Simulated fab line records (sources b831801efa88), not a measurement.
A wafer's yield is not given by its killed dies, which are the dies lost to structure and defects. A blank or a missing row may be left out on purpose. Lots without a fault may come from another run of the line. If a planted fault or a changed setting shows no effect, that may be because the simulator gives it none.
Matching of chambers / flow sky130 / cmp-01 running SKY_LI_CONTACT_CMP_02: 4 sister chambers
The step polishes PSG. 14 wafers are shown with their chamber, then 6 later ones without.

EACH WAFER AND ITS CHAMBER
wafer=L563.1; chamber=0; motor-current-A (A)=11.4; time-to-endpoint-s (s)=36.7; slurry-flow-ml-min=149.6
wafer=L563.2; chamber=2; motor-current-A (A)=11.2; time-to-endpoint-s (s)=37.5; slurry-flow-ml-min=150.0
wafer=L563.4; chamber=3; motor-current-A (A)=11.9; time-to-endpoint-s (s)=36.3; slurry-flow-ml-min=150.4
wafer=L564.2; chamber=2; motor-current-A (A)=11.9; time-to-endpoint-s (s)=30.5; slurry-flow-ml-min=150.6
wafer=L564.5; chamber=0; motor-current-A (A)=12.0; time-to-endpoint-s (s)=38.2; slurry-flow-ml-min=149.6
wafer=L564.6; chamber=3; motor-current-A (A)=12.2; time-to-endpoint-s (s)=32.8; slurry-flow-ml-min=150.8
wafer=L565.4; chamber=2; motor-current-A (A)=11.6; time-to-endpoint-s (s)=37.1; slurry-flow-ml-min=150.0
wafer=L565.5; chamber=1; motor-current-A (A)=11.1; time-to-endpoint-s (s)=34.0; slurry-flow-ml-min=150.1
wafer=L565.6; chamber=0; motor-current-A (A)=12.0; time-to-endpoint-s (s)=34.5; slurry-flow-ml-min=150.2
wafer=L567.2; chamber=1; motor-current-A (A)=11.9; time-to-endpoint-s (s)=32.6; slurry-flow-ml-min=150.3
wafer=L567.5; chamber=0; motor-current-A (A)=12.1; time-to-endpoint-s (s)=34.7; slurry-flow-ml-min=150.4
wafer=L567.6; chamber=3; motor-current-A (A)=12.6; time-to-endpoint-s (s)=30.1; slurry-flow-ml-min=149.7
wafer=L568.2; chamber=2; motor-current-A (A)=11.3; time-to-endpoint-s (s)=35.3; slurry-flow-ml-min=150.4
wafer=L568.3; chamber=3; motor-current-A (A)=12.6; time-to-endpoint-s (s)=31.9; slurry-flow-ml-min=151.1

SIGNATURES, as means of the wafers listed above
reading=motor-current-A; chamber 0=11.875; chamber 1=11.500; chamber 2=11.500; chamber 3=12.325; scatter within a chamber=0.357
reading=time-to-endpoint-s; chamber 0=36.025; chamber 1=33.300; chamber 2=35.100; chamber 3=32.775; scatter within a chamber=2.48
reading=slurry-flow-ml-min; chamber 0=149.950; chamber 1=150.200; chamber 2=150.250; chamber 3=150.500; scatter within a chamber=0.436
Rule: distance of a wafer from a chamber = root of the sum over the readings of ((wafer's reading minus chamber's mean) / reading's scatter) squared. The wafer belongs to the nearest chamber; if the next one is less than 2 further off, it can't be placed. The scatter: the root of (the sum of the squares of (reading less its chamber's mean) over the shown wafers, divided by (wafers less chambers)).

WAFERS MISSING THEIR CHAMBER
wafer=L568.4; motor-current-A (A)=11.0; time-to-endpoint-s (s)=32.8; slurry-flow-ml-min=149.5
wafer=L570.4; motor-current-A (A)=12.0; time-to-endpoint-s (s)=35.3; slurry-flow-ml-min=150.5
wafer=L570.5; motor-current-A (A)=11.7; time-to-endpoint-s (s)=33.6; slurry-flow-ml-min=150.6
wafer=L570.6; motor-current-A (A)=11.8; time-to-endpoint-s (s)=35.3; slurry-flow-ml-min=150.6
wafer=L576.1; motor-current-A (A)=11.3; time-to-endpoint-s (s)=31.8; slurry-flow-ml-min=150.2
wafer=L576.6; motor-current-A (A)=11.9; time-to-endpoint-s (s)=32.2; slurry-flow-ml-min=151.0

WHICH CHAMBER EACH ONE RAN IN
wafer=L568.4; from the rows above=can't be placed: 1 or 2 or 0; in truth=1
wafer=L570.4; from the rows above=can't be placed: 0 or 3 or 2 or 1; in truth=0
wafer=L570.5; from the rows above=can't be placed: 1 or 2 or 3 or 0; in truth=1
wafer=L570.6; from the rows above=can't be placed: 2 or 1 or 0 or 3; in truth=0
wafer=L576.1; from the rows above=can't be placed: 1 or 2 or 0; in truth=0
wafer=L576.6; from the rows above=can't be placed: 3 or 1 or 2 or 0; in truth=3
Placed correctly: 0 of 6. Can't be placed from these rows: 6 (the true chamber is among the candidates in 6). Number placed wrongly: 0.
